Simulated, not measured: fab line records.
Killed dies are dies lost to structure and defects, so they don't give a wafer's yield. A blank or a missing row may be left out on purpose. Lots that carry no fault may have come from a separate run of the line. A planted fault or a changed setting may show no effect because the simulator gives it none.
Chamber matching | flow gf180mcu | GF_STI_ETCH_13 on rie-diel-02 has 3 sister chambers
The step etches the open film in CHF3/O2, stops on Si, target depth 282.31 nm, time 112.9 s. 14 wafers are shown with their chamber, then 3 later ones without.

WAFERS WITH THEIR CHAMBER
wafer  | chamber | drypump-motor-current-A (A) | throttle-valve-pct (%) | oes-product-au (a.u.)
L923.3 | 2       | 5.7                         | 8.788                  | 0.828
L923.4 | 3       | 5.2                         | 8.797                  | 0.814
L923.6 | 3       | 5.2                         | 8.801                  | 0.832
L925.2 | 0       | 6.4                         | 8.805                  | 0.820
L925.3 | 3       | 5.2                         | 8.798                  | 0.822
L925.4 | 2       | 5.6                         | 8.797                  | 0.815
L926.3 | 3       | 5.2                         | 8.806                  | 0.824
L926.4 | 2       | 5.7                         | 8.823                  | 0.810
L926.5 | 3       | 5.2                         | 8.797                  | 0.817
L929.1 | 2       | 5.7                         | 8.798                  | 0.815
L929.3 | 0       | 6.4                         | 8.816                  | 0.813
L929.6 | 2       | 5.7                         | 8.801                  | 0.815
L932.1 | 0       | 6.4                         | 8.810                  | 0.814
L932.5 | 2       | 5.6                         | 8.819                  | 0.817

SIGNATURES (averages over the wafers above)
reading                 | chamber 0 | chamber 2 | chamber 3 | scatter within a chamber
drypump-motor-current-A | 6.400     | 5.667     | 5.200     | 0.0348
throttle-valve-pct      | 8.81033   | 8.80433   | 8.79980   | 0.00979
oes-product-au          | 0.81567   | 0.81667   | 0.82180   | 0.00605
Rule: a wafer lies at a distance from a chamber equal to the root of the sum of squares, over the readings, of (its reading less the chamber's mean, divided by the reading's scatter). If the next closest chamber is less than 2 further off than the closest, the wafer can't be placed; otherwise it belongs to the closest. The scatter: take each reading less its chamber's mean, square it, sum over the shown wafers, divide by the number of wafers less the number of chambers, and take the root.

WAFERS WHOSE CHAMBER IS MISSING
wafer  | drypump-motor-current-A (A) | throttle-valve-pct (%) | oes-product-au (a.u.)
L942.5 | 6.4                         | 8.821                  | 0.838
L942.6 | 5.2                         | 8.813                  | 0.837
L943.2 | 5.2                         | 8.806                  | 0.829

WHICH CHAMBER EACH WENT THROUGH
wafer  | from the rows above | in truth
L942.5 | 0                   | 0
L942.6 | 3                   | 3
L943.2 | 3                   | 3
3 of 3 placed correctly. Can't be placed from these rows: 0. Number placed wrongly: 0.
